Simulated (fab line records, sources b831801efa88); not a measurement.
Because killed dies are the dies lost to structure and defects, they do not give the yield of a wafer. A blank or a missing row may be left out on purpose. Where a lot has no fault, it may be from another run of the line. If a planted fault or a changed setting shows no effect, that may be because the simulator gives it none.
Which of the tools did it? | flow gf180mcu | 18 wafers sampled from 6 lots at 1 step of a route of 602

WHAT THE GAUGES SHOWED, per wafer
GF_DNWELL_TW_MEAS_09.
lot  | measured    | on            | DNWELL_TW
L666 | day 3 02:32 | film-metro-02 | 1337 1335 1332
L668 | day 3 11:31 | film-metro-04 | 1377 1380 1382
L671 | day 4 02:10 | film-metro-01 | 1376 1376 1378
L677 | day 5 09:40 | film-metro-01 | 1390 1376 1388
L681 | day 6 08:20 | film-metro-02 | 1353 1351 1345
L687 | day 7 15:12 | film-metro-02 | 1344 1350 1346

EACH LOT AND THE TOOL THAT RAN IT (in order: tool; ch and the chambers of the sampled wafers; start)
The record holds no process step before these readings.

THE ANSWER, worked out from the rows above alone
Rule: the usual values come from the lots themselves. Put in order of their means at a reading, lots are off if they are a third of the lots or fewer, leave a main group of 4 or more, and stand apart from it by a gap of 3 or more times the standard deviation of the main group's means; of several such gaps the widest counts. If all means in a main group match to the digits the tables above print for the reading, that group is not used. A lot without any number at a reading at which 4 lots or more have one is off too. Any other lot the step has rows for is counted as sound.
Nothing can be told from this: no lot is off at any reading shown.

WHAT THE SIMULATOR HAD INSERTED
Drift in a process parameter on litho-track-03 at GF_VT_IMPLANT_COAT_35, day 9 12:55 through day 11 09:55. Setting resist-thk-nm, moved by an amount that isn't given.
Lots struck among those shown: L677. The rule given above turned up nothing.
